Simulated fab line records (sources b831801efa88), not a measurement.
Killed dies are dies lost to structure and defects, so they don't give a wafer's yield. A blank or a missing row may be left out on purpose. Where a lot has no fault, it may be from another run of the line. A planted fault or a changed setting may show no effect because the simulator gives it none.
Chamber matching	flow gf180mcu	hdpcvd-01 running GF_STI_CVD_23: 3 sister chambers
The step deposits SiO2, target thk 650 nm, time 108.3 s. 3 wafers are shown with their chamber, then 7 later ones without.

## WAFERS, EACH WITH ITS CHAMBER
wafer	chamber	pressureMtorr (mTorr)
L830.2	2	6.017
L843.1	0	6.004
L843.2	1	5.982

## WAFERS WITHOUT THEIR CHAMBER
wafer	pressureMtorr (mTorr)
L843.4	5.998
L847.2	5.995
L847.4	5.986
L847.6	6.000
L849.1	6.006
L849.4	6.014
L849.5	6.030

## CHAMBER TAKEN BY EACH
wafer	from the rows above	in truth
L843.4	can't be placed: 0 or 1 or 2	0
L847.2	can't be placed: 0 or 1 or 2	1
L847.4	1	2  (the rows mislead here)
L847.6	can't be placed: 0 or 2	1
L849.1	can't be placed: 0 or 2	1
L849.4	can't be placed: 2 or 0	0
L849.5	can't be placed: 2 or 0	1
Correct placement for 0 of the 7. From these rows, 6 cannot be placed; in 3 the true chamber is one of the candidates. Number placed wrongly: 1.
How it was worked out, from the rows above alone: a wafer's distance from a chamber is the root of the sum, over the readings, of the square of ((its reading less the chamber's mean) divided by the reading's scatter). The wafer belongs to the nearest chamber; if the next one is less than 2 further off, it can't be placed. Each chamber's mean is taken over the wafers shown for it. The scatter: with one shown wafer a chamber, the root of the mean of the squares of how far each hidden wafer lies from its nearest shown one.
